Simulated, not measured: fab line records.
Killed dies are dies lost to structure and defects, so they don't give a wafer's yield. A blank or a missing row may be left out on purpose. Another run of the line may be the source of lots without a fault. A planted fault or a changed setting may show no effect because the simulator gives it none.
Chamber matching || flow sky130 || 4 sister chambers for SKY_FIELD_ISO_CMP_27 on cmp-02
The step polishes, stops on Si3N4, t overpolish 16 s, target thk 457.8 nm. 4 wafers are shown with their chamber, then 7 later ones without.

## WAFERS PAIRED WITH THEIR CHAMBERS
{"wafer": "L504.1", "chamber": 2, "motor current A (A)": 11.9}
{"wafer": "L504.4", "chamber": 3, "motor current A (A)": 10.6}
{"wafer": "L505.3", "chamber": 0, "motor current A (A)": 13.9}
{"wafer": "L505.5", "chamber": 1, "motor current A (A)": 12.6}

## WAFERS WHOSE CHAMBER IS MISSING
{"wafer": "L505.6", "motor current A (A)": 10.8}
{"wafer": "L507.1", "motor current A (A)": 14.6}
{"wafer": "L507.2", "motor current A (A)": 10.3}
{"wafer": "L507.5", "motor current A (A)": 10.9}
{"wafer": "L510.1", "motor current A (A)": 10.4}
{"wafer": "L510.3", "motor current A (A)": 12.7}
{"wafer": "L510.4", "motor current A (A)": 11.7}

## EACH ONE'S CHAMBER
{"wafer": "L505.6", "from the rows above": 3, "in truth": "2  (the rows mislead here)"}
{"wafer": "L507.1", "from the rows above": 0, "in truth": 0}
{"wafer": "L507.2", "from the rows above": 3, "in truth": 3}
{"wafer": "L507.5", "from the rows above": 3, "in truth": 3}
{"wafer": "L510.1", "from the rows above": 3, "in truth": 3}
{"wafer": "L510.3", "from the rows above": 1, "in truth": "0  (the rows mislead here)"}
{"wafer": "L510.4", "from the rows above": 2, "in truth": 2}
Placed correctly: 5 of 7. Can't be placed from these rows: 0. 2 placed wrongly.
How it was worked out, from the rows above alone: a wafer's distance from a chamber is the root of the sum, over the readings, of the square of ((its reading less the chamber's mean) divided by the reading's scatter). The wafer belongs to the nearest chamber; if the next one is less than 2 further off, it can't be placed. Each chamber's mean is taken over the wafers shown for it. The scatter: root of mean squared gap, hidden wafer to nearest shown wafer, with one shown wafer a chamber.
